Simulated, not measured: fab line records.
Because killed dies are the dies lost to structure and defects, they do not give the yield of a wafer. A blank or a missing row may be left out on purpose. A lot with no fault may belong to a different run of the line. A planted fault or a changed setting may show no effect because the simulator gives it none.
Struck lot and sound lot, side by side :: flow sky130 :: 35 out of 708 route steps
Sound: these wafers, L350.2, L350.3, L350.4. Struck: wafer L368.6; the same lot's L368.3 was not struck, so it is left out; see the end for the cause.
For every step that has rows: the tool of each side, followed by ch and its chambers, followed by its first start. Under that, the readings that differ: sound wafers :: struck wafers :: difference of the means :: sigmas: that difference in standard deviations of wafers without a fault.
alike: readings whose means differ by less than 2 such deviations, and words and numbers that are the same on both sides. not compared: withheld readings, readings that some wafer has no value for, bounds like >300 that may hide the same value, and numbers for which the record gives no deviation and whose values overlap.
Wherever a step has rows on one side only, a row that says differs or no value, or a row with sigmas, the two part there. Non-overlapping numbers with no deviation appear without sigmas and do not part them. Lack of a reading on every wafer of one side parts them only where that side has two or more wafers.

first, 4 steps without rows for these wafers: SKY_METAL5_SOFTBAKE_10 (time 60 s); SKY_METAL5_EXPOSE_11 (exposes mask MM5, target cd 1600 nm); SKY_METAL5_PEB_12; SKY_METAL5_DEVELOP_13 (develop time 60 s).
SKY_METAL5_DESCUM_14: chemistry O2, time 11 s.
  sound on rieMetal-02 ch 0,1, day 44 08:53; struck on rieMetal-02 ch 1, day 48 15:55
  alike: drypumpMotorCurrentA, oesProductAu
  not compared: rfHoursCounterH
SKY_METAL5_METAL_ETCH_15: etches the open film in Cl2/BCl3, stops on SiO2, target depth 1260 nm, time 252 s.
  sound on rieMetal-02 ch 0,1, day 44 08:55; struck on rieMetal-02 ch 1, day 48 16:01
  alike: biasW, drypumpMotorCurrentA, oesProductAu, throttleValvePct
  not compared: rfHoursCounterH
SKY_METAL5_STRIP_16: strips in O2/N2.
  sound on plasmaAsher-04 ch 0,1, day 44 09:09; struck on plasmaAsher-02 ch 1, day 48 16:12
  alike: drypumpMotorCurrentA, oesProductAu, stripTimeToEndpointS
  not compared: rfHoursCounterH
then, 3 steps without rows for these wafers: SKY_METAL5_STRIP_17 (strips in post etch residue remover, time 1200 s); SKY_METAL5_CLEAN_18 (cleans in IPA, time 180 s); SKY_METAL5_CLEAN_19 (cleans in O3/DIW).
SKY_PASSIVATION_CVD_00: deposits SiO2, target thk 90 nm.
  sound on pecvd-03 ch 1,2, day 44 09:44; struck on pecvd-01 ch 0, day 48 16:47
  alike: heaterPowerW
SKY_PASSIVATION_THK_MEAS_01:
  struck on filmMetro-04, day 48 16:50; sound on filmMetro-02, day 44 09:46
reading: PASSIVATION_CVD_00_THK (nm)
sound: 88.5 88.7 88.4
struck: 92.1
difference: +3.6
sigmas: +3
SKY_PASSIVATION_CVD_02: deposits Si3N4, target thk 540 nm.
  sound on pecvd-02 ch 0,1, day 44 09:49; struck on pecvd-02 ch 1, day 48 16:52
reading: model.Si3N4_of_PASSIVATION_CVD_02.thkNm (nm)
sound: 543 525.5 546.4
struck: 402.8
difference: -135.5
sigmas: 
  alike: heaterPowerW
SKY_PASSIVATION_THK_MEAS_03:
  struck on filmMetro-02, day 48 17:07; sound on filmMetro-04, day 44 10:04
reading: PASSIVATION_CVD_02_THK (nm)
sound: 543 525 547
struck: 403
difference: -135
sigmas: -16
then, 7 steps without rows for these wafers: SKY_PASSIVATION_DEHYDRATE_04 (time 60 s); SKY_PASSIVATION_HMDS_05 (prime time 60 s); SKY_PASSIVATION_COAT_06 (resist thk 3000 nm); SKY_PASSIVATION_SOFTBAKE_07; SKY_PASSIVATION_EXPOSE_08 (exposes mask NSM, target cd 3000 nm); SKY_PASSIVATION_PEB_09; SKY_PASSIVATION_DEVELOP_10 (develop time 60 s).
SKY_PASSIVATION_ETCH_11: etches the open film in CF4/O2, stops on AlCu, target depth 725 nm, time 161.1 s.
  sound on rieDiel-01 ch 0,1,3, day 45 07:17; struck on rieDiel-04 ch 2, day 49 11:10
reading: oesProductAu (a.u.)
sound: 0.985 0.960 0.972
struck: 0.867
difference: -0.105
sigmas: -13

reading: throttleValvePct (%)
sound: 5.973 5.962 5.969
struck: 5.944
difference: -0.024
sigmas: -3

reading: model.etch.depthNm (nm)
sound: 700 688.8 702.1
struck: 569.9
difference: -127.1
sigmas: 

reading: model.PASSIVATION.featureDepthNm (nm)
sound: 700 688.8 702.1
struck: 569.9
difference: -127.1
sigmas: 
  alike: biasW, drypumpMotorCurrentA
  not compared: rfHoursCounterH
SKY_PASSIVATION_STRIP_12: strips in O2/N2.
  sound on plasmaAsher-03 ch 0,1, day 45 07:24; struck on plasmaAsher-01 ch 0, day 49 11:19
  alike: drypumpMotorCurrentA, oesProductAu, stripTimeToEndpointS
  not compared: rfHoursCounterH
then, 7 steps without rows for these wafers: SKY_PAD_OPEN_DEHYDRATE_00 (time 60 s); SKY_PAD_OPEN_HMDS_01 (prime time 60 s); SKY_PAD_OPEN_COAT_02 (resist thk 3000 nm); SKY_PAD_OPEN_SOFTBAKE_03; SKY_PAD_OPEN_EXPOSE_04 (exposes mask PDM, target cd 60000 nm); SKY_PAD_OPEN_PEB_05; SKY_PAD_OPEN_DEVELOP_06 (develop time 60 s).
SKY_PAD_OPEN_ETCH_07: etches the open film in CF4/O2, stops on AlCu, target depth 725 nm, time 161.1 s.
  sound on rieDiel-02 ch 0,1,2, day 46 04:35; struck on rieDiel-02 ch 3, day 50 04:41
reading: oesProductAu (a.u.)
sound: 0.982 0.973 0.979
struck: 0.861
difference: -0.117
sigmas: -14

reading: throttleValvePct (%)
sound: 5.952 5.962 5.965
struck: 5.937
difference: -0.023
sigmas: -2

reading: model.PAD_OPEN.featureDepthNm (nm)
sound: 705.8 688.8 708.9
struck: 569.9
difference: -131.3
sigmas: 

reading: model.etch.depthNm (nm)
sound: 705.8 688.8 708.9
struck: 569.9
difference: -131.3
sigmas: 
  alike: biasW, drypumpMotorCurrentA
  not compared: rfHoursCounterH
then, 1 step without rows for these wafers: SKY_PAD_OPEN_STRIP_08 (strips in O2/N2).
SKY_PAD_OPEN_STRIP_09: strips in post etch residue remover, time 1200 s.
  sound on wetBench-01 ch 1, day 46 04:47; struck on wetBench-01 ch 1, day 50 04:53
reading: model.Si3N4_of_PASSIVATION_CVD_02.thkNm (nm)
sound: 542.7 525.1 546.1
struck: 402.4
difference: -135.6
sigmas: 
then, 1 step without rows for these wafers: SKY_PAD_OPEN_CLEAN_10 (cleans in IPA, time 180 s).
SKY_PAD_OPEN_PROBE_99:
  struck on prober-01, day 50 07:16; sound on prober-02, day 46 06:57
reading: sort_bin_3_pad_short (%)
sound: 0.6 0.2 0.6
struck: 1.6
difference: +1.1
sigmas: +3
  alike: defectLimitedYield, killed_at_M0_to_M3, killed_at_M4_up, killedAtContacts, killedAtFrontEnd, killedDies, killedOpen, killedShort, sort_bin_5_function, sort_bin_6_memory, sortNPass, sortYieldPct

## WHERE THEY PART
First at SKY_PASSIVATION_THK_MEAS_01; last, within this record, at SKY_PAD_OPEN_PROBE_99.

WHY: what had been put in by the simulator
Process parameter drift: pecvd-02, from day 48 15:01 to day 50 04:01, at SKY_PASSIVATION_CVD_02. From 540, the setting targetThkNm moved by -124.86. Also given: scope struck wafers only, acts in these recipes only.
